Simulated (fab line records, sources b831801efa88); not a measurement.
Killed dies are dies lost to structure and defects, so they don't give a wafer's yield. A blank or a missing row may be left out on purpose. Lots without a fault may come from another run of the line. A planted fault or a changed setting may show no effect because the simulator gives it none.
Which tool did it? | flow gf180mcu | 13 lots, 39 wafers sampled, at 6 steps of a route of 602

WHAT THE GAUGES READ, wafer by wafer
GF_STI_CD_MEAS_12: target cd 220 nm.
lot  | measured    | on        | cd_nm (nm)
L203 | day 2 07:10 | cd_sem-01 | 219.8 219.5 219.2
L204 | day 2 12:13 | cd_sem-01 | 221.9 222.2 221.1
L205 | day 2 17:40 | cd_sem-02 | 221.0 221.8 220.8
L206 | day 2 22:08 | cd_sem-02 | 222.0 222.0 220.5
L208 | day 3 11:11 | cd_sem-02 | 222.3 221.7 220.9
L209 | day 3 15:55 | cd_sem-01 | 221.1 220.8 220.3
L211 | day 3 23:43 | cd_sem-02 | 220.1 219.4 218.6
L212 | day 4 04:44 | cd_sem-02 | 220.3 219.9 222.0
L215 | day 4 20:44 | cd_sem-01 | 220.6 221.4 221.3
L216 | day 5 03:32 | cd_sem-02 | 221.5 222.0 222.6
L218 | day 5 13:55 | cd_sem-01 | 220.2 220.0 219.6
L219 | day 5 18:18 | cd_sem-01 | 220.4 221.0 219.6
L222 | day 6 09:10 | cd_sem-01 | 217.9 218.6 218.2

GF_STI_THK_MEAS_22.
lot  | measured    | on            | STI_OXIDATION_01_THK (nm)
L203 | day 2 09:01 | film_metro-01 | 15.38 15.21 15.17
L204 | day 2 14:53 | film_metro-04 | 15.24 15.09 15.35
L205 | day 2 21:36 | film_metro-01 | 15.07 14.99 14.97
L206 | day 3 01:41 | film_metro-03 | 14.92 14.88 14.86
L208 | day 3 13:04 | film_metro-04 | 15.09 15.05 15.06
L209 | day 3 17:48 | film_metro-03 | 14.79 14.88 14.63
L211 | day 4 01:34 | film_metro-03 | 15.34 14.92 15.09
L212 | day 4 06:38 | film_metro-04 | 15.27 15.47 15.08
L215 | day 4 23:04 | film_metro-03 | 14.99 14.83 15.09
L216 | day 5 05:47 | film_metro-04 | 15.13 15.27 15.26
L218 | day 5 15:48 | film_metro-03 | 14.67 14.96 14.64
L219 | day 5 20:10 | film_metro-03 | 14.72 14.98 14.70
L222 | day 6 11:00 | film_metro-03 | 14.75 15.01 14.95

GF_MVSD_TW_MEAS_11.
lot  | measured    | on            | MVSD_TW
L203 | day 4 17:26 | film_metro-04 | 1577 1580 1579
L204 | day 5 01:54 | film_metro-02 | 1575 1584 1578
L205 | day 5 09:06 | film_metro-02 | 1576 1584 1579
L206 | day 5 12:17 | film_metro-04 | 1588 1579 1586
L208 | day 6 01:52 | film_metro-02 | 1566 1574 1570
L209 | day 6 04:46 | film_metro-04 | 1580 1570 1586
L211 | day 6 15:12 | film_metro-01 | 1581 1580 1582
L212 | day 6 21:40 | film_metro-02 | 1570 1574 1572
L215 | day 7 17:16 | film_metro-04 | 1603 1600 1598
L216 | day 7 23:12 | film_metro-01 | 1561 1559 1560
L218 | day 8 10:35 | film_metro-01 | 1564 1565 1566
L219 | day 8 14:07 | film_metro-01 | 1559 1557 1562
L222 | day 9 10:10 | film_metro-02 | 1514 1524 1524

GF_MVPSD_OVL_MEAS_07.
lot  | measured     | on         | MVPSD_OVL (nm)
L203 | day 5 07:00  | overlay-01 | -3.4 -3.8 -3.0
L204 | day 5 16:43  | overlay-02 | -1.4 -0.9 -1.8
L205 | day 5 23:59  | overlay-02 | -2.7 -0.8 -3.3
L206 | day 6 02:19  | overlay-02 | -0.9 -1.3 -3.2
L208 | day 6 17:49  | overlay-01 | -0.9 -0.6 -1.9
L209 | day 6 20:14  | overlay-01 | 0.5 1.3 0.4
L211 | day 7 06:27  | overlay-02 | 1.2 0.9 1.4
L212 | day 7 13:47  | overlay-02 | -2.9 -2.9 -2.6
L215 | day 8 09:48  | overlay-02 | -0.9 -1.0 -0.3
L216 | day 8 15:47  | overlay-01 | 0.0 -2.0 -1.2
L218 | day 9 03:29  | overlay-01 | -1.5 -1.4 -1.1
L219 | day 9 07:45  | overlay-02 | -1.9 1.0 -2.5
L222 | day 10 03:39 | overlay-01 | -3.2 -0.8 -0.9

WHICH TOOL RAN EACH LOT (tool, then ch and the chambers of the sampled wafers, then the start)
lot  | GF_LVPWELL_STRIP_10                 | GF_MVSD_STRIP_10
L203 | plasma_asher-02 ch 0,1, day 4 03:37 | plasma_asher-01 ch 0,1, day 4 17:19
L204 | plasma_asher-02 ch 0,1, day 4 12:28 | plasma_asher-01 ch 0,1, day 5 01:48
L205 | plasma_asher-02 ch 0,1, day 4 18:51 | plasma_asher-03 ch 0,1, day 5 09:00
L206 | plasma_asher-02 ch 0,1, day 4 21:41 | plasma_asher-01 ch 0,1, day 5 12:10
L208 | plasma_asher-01 ch 0,1, day 5 11:11 | plasma_asher-01 ch 0,1, day 6 01:46
L209 | plasma_asher-01 ch 0,1, day 5 13:34 | plasma_asher-01 ch 0,1, day 6 04:40
L211 | plasma_asher-04 ch 0,1, day 5 23:36 | plasma_asher-01 ch 0,1, day 6 15:06
L212 | plasma_asher-04 ch 0, day 6 05:55   | plasma_asher-03 ch 0,1, day 6 21:34
L215 | plasma_asher-01 ch 0,1, day 7 00:44 | plasma_asher-03 ch 0,1, day 7 17:11
L216 | plasma_asher-04 ch 0,1, day 7 07:02 | plasma_asher-02 ch 0,1, day 7 23:06
L218 | plasma_asher-04 ch 0,1, day 7 17:19 | plasma_asher-02 ch 0,1, day 8 10:30
L219 | plasma_asher-04 ch 1, day 7 21:28   | plasma_asher-02 ch 0,1, day 8 14:00
L222 | plasma_asher-04 ch 0,1, day 8 16:25 | plasma_asher-01 ch 0,1, day 9 10:04
- GF_LVPWELL_STRIP_10: strips in O2/N2.
- GF_MVSD_STRIP_10: strips in O2/N2.

WHAT THE TOOLS THEMSELVES READ (means of the sampled wafers that have a number; where no wafer has one, the mark that the record gives instead)
GF_LVPWELL_STRIP_10.
lot  | tool            | drypump_motor_current_A (A) | heater_power_w (W) | oes_product_au (a.u.) | strip_time_to_endpoint_s (s)
L203 | plasma_asher-02 | 5.74                        | 336                | 0.720                 | 37.15
L204 | plasma_asher-02 | 5.75                        | 332                | 0.722                 | 37.08
L205 | plasma_asher-02 | 5.65                        | 299                | 0.723                 | 37.02
L206 | plasma_asher-02 | 5.74                        | 333                | 0.720                 | 36.95
L208 | plasma_asher-01 | 5.66                        | 318                | 0.721                 | 37.04
L209 | plasma_asher-01 | 5.69                        | 344                | 0.726                 | 37.11
L211 | plasma_asher-04 | 5.63                        | 345                | 0.722                 | 37.02
L212 | plasma_asher-04 | 5.32                        | 353                | 0.726                 | 36.90
L215 | plasma_asher-01 | 5.66                        | 325                | 0.723                 | 36.97
L216 | plasma_asher-04 | 5.93                        | 339                | 0.724                 | 36.88
L218 | plasma_asher-04 | 5.62                        | 346                | 0.725                 | 37.09
L219 | plasma_asher-04 | 6.21                        | 317                | 0.720                 | 36.82
L222 | plasma_asher-04 | 5.92                        | 336                | 0.969                 | -

GF_MVSD_STRIP_10.
lot  | tool            | drypump_motor_current_A (A) | heater_power_w (W) | oes_product_au (a.u.) | strip_time_to_endpoint_s (s)
L203 | plasma_asher-01 | 5.65                        | 336                | 0.722                 | 37.10
L204 | plasma_asher-01 | 5.66                        | 323                | 0.718                 | 36.87
L205 | plasma_asher-03 | 5.42                        | 309                | 0.723                 | 36.90
L206 | plasma_asher-01 | 5.64                        | 317                | 0.722                 | 37.05
L208 | plasma_asher-01 | 5.67                        | 324                | 0.719                 | 37.05
L209 | plasma_asher-01 | 5.68                        | 342                | 0.720                 | 36.92
L211 | plasma_asher-01 | 5.68                        | 340                | 0.722                 | 36.95
L212 | plasma_asher-03 | 5.42                        | 310                | 0.722                 | 37.01
L215 | plasma_asher-03 | 5.26                        | 309                | 0.721                 | 36.83
L216 | plasma_asher-02 | 5.65                        | 292                | 0.726                 | 36.78
L218 | plasma_asher-02 | 5.66                        | 293                | 0.723                 | 36.98
L219 | plasma_asher-02 | 5.73                        | 322                | 0.725                 | 36.98
L222 | plasma_asher-01 | 5.65                        | 337                | 0.724                 | 40.75

THE ANSWER, worked out from the rows above alone
Rule: what is usual is taken from the lots themselves. Put in order of their means at a reading, lots are off if they are a third of the lots or fewer, leave a main group of 4 or more, and stand apart from it by a gap of 3 or more times the standard deviation of the main group's means; of several such gaps the widest counts. A main group whose means are all the same, to the digits that the tables above print for the reading, isn't used. A lot without any number at a reading at which 4 lots or more have one is off too. The other lots that the step has rows for count as sound. The gauges are gone through in route order, then the tools' own readings, and for those a lot's mean is taken as printed above. The first step at which some lot is off is used, and at that step the reading that is off furthest; a lot without a number counts as furthest.
Off: L222, at GF_MVSD_TW_MEAS_11 (MVSD_TW). The main group: mean 1576, standard deviation 11.
A tool fits if, at a process step before that reading, it ran every lot that is off, and no sound lot after the first of them. The gauges at GF_MVSD_TW_MEAS_11 aren't tried: what is off there is off at GF_LVPWELL_STRIP_10 too, on other tools, and a gauge's error can't cause that. Can't be told from this: 2 tools fit, plasma_asher-04 at GF_LVPWELL_STRIP_10, plasma_asher-01 at GF_MVSD_STRIP_10.

WHAT THE SIMULATOR HAD PUT IN
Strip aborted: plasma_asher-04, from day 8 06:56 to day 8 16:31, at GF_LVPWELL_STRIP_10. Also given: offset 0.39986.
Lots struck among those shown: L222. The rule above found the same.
